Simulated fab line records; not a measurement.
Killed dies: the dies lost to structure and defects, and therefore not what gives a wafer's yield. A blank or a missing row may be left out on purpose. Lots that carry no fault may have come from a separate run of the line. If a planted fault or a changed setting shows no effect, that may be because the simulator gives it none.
Check of tool commonality ; flow gf180mcu ; Sampled: 12 lots, 36 wafers

THE REASON FOR OPENING IT
Of 12 lots, 2 have the reading HV_LDD_OVL flagged at GF_HV_LDD_OVL_MEAS_08. Wafers without a fault read 0.0 nm, standard deviation 1.6.
Rule: a lot is flagged when every wafer of it that has a number lies more than 4 standard deviations from that mean, or none has a number. The rest of the lots are taken to be sound.

lot;measured;on;HV_LDD_OVL (nm), wafer by wafer;flag
L755;day 10 01:46;overlay-02;-0.3 2.3 0.9;
L756;day 10 14:38;overlay-01;3.7 2.6 1.2;
L757;day 10 15:55;overlay-02;1.4 0.9 2.3;
L758;day 11 02:21;overlay-01;-1.3 -1.4 -0.8;
L759;day 11 07:33;overlay-02;-0.6 -0.3 -0.9;
L762;day 12 16:14;overlay-01;-0.9 -2.0 -1.2;
L768;day 14 06:15;overlay-01;-74.3 -71.3 -71.7;FLAGGED
L769;day 14 14:29;overlay-02;-72.8 -73.9 -72.6;FLAGGED
L772;day 15 08:47;overlay-02;-1.6 -0.8 -2.9;
L775;day 16 07:20;overlay-01;-1.7 -0.1 0.4;
L776;day 16 17:26;overlay-01;-0.8 -1.8 -1.2;
L778;day 17 04:17;overlay-02;-0.4 0.5 -1.5;
The numbers of the flagged lots are -72.8 nm on average: -72.8 nm against the usual, or -45 standard deviations.

WHICH TOOL RAN EACH LOT
The record holds 2 process steps before the reading, out of a route of 602 steps. Read each cell as the tool, then ch plus the chambers that the sampled wafers visited, then the start.
lot;flag;GF_POLY_GATE_STRIP_14;GF_HV_LDD_EXPOSE_04
L755;;plasma asher-03 ch 0,1, day 9 06:11;iline stepper-01 ch 0, day 9 17:27
L756;;plasma asher-01 ch 0,1, day 9 17:53;iline stepper-02 ch 0, day 10 05:30
L757;;plasma asher-01 ch 0,1, day 9 20:32;iline stepper-02 ch 0, day 10 06:57
L758;;plasma asher-02 ch 0,1, day 10 06:05;iline stepper-02 ch 0, day 10 17:03
L759;;plasma asher-02 ch 0,1, day 10 12:05;iline stepper-02 ch 0, day 10 22:10
L762;;plasma asher-03 ch 0,1, day 11 17:59;iline stepper-02 ch 0, day 12 06:43
L768;FLAGGED;plasma asher-03 ch 0,1, day 13 08:29;iline stepper-02 ch 0, day 13 20:11
L769;FLAGGED;plasma asher-01 ch 0,1, day 13 15:49;iline stepper-02 ch 0, day 14 03:48
L772;;plasma asher-03 ch 0,1, day 14 09:38;iline stepper-01 ch 0, day 14 21:53
L775;;plasma asher-03 ch 0,1, day 15 08:08;iline stepper-01 ch 0, day 15 20:57
L776;;plasma asher-03 ch 1, day 15 14:44;iline stepper-01 ch 0, day 16 05:51
L778;;plasma asher-03 ch 0,1, day 16 03:23;iline stepper-01 ch 0, day 16 16:40
These steps, and what they do:
- GF_POLY_GATE_STRIP_14: strips in O2/N2.
- GF_HV_LDD_EXPOSE_04: exposes mask Nplus LV AREA, target cd 400 nm.
- GF_HV_LDD_OVL_MEAS_08

FLAGGED OVER TOTAL, TOOL BY TOOL (the gauges that took the reading come last)
step;tool;lots run;flagged;share of the flagged lots;sound lots run after its first flagged lot
GF_POLY_GATE_STRIP_14;plasma asher-01;3;1;some;0
GF_POLY_GATE_STRIP_14;plasma asher-02;2;0;none;-
GF_POLY_GATE_STRIP_14;plasma asher-03;7;1;some;4 (L772,L775,L776,L778)
GF_HV_LDD_EXPOSE_04;iline stepper-01;5;0;none;-
GF_HV_LDD_EXPOSE_04;iline stepper-02;7;2;all;0
GF_HV_LDD_OVL_MEAS_08;overlay-01;6;1;some;2 (L775,L776)
GF_HV_LDD_OVL_MEAS_08;overlay-02;6;1;some;2 (L772,L778)

WHAT THE TABLE ALLOWS
In the table, 1 row covers all flagged lots: iline stepper-02 at GF_HV_LDD_EXPOSE_04.
- iline stepper-02 at GF_HV_LDD_EXPOSE_04: 2 of its 7 lots flagged. It ran its last sound lot, L762, at day 12 06:43 and its first flagged lot, L768, at day 13 20:11: a fault with its onset between the two fits.
Just one tool remains: iline stepper-02 at GF_HV_LDD_EXPOSE_04.

WHAT THE SIMULATOR HAD PUT IN
Scanner matching overlay: iline stepper-02, from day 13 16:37 on, at GF_HV_LDD_EXPOSE_04. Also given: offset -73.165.
Struck lots among those shown: L768, L769. The rule above reached the same finding.
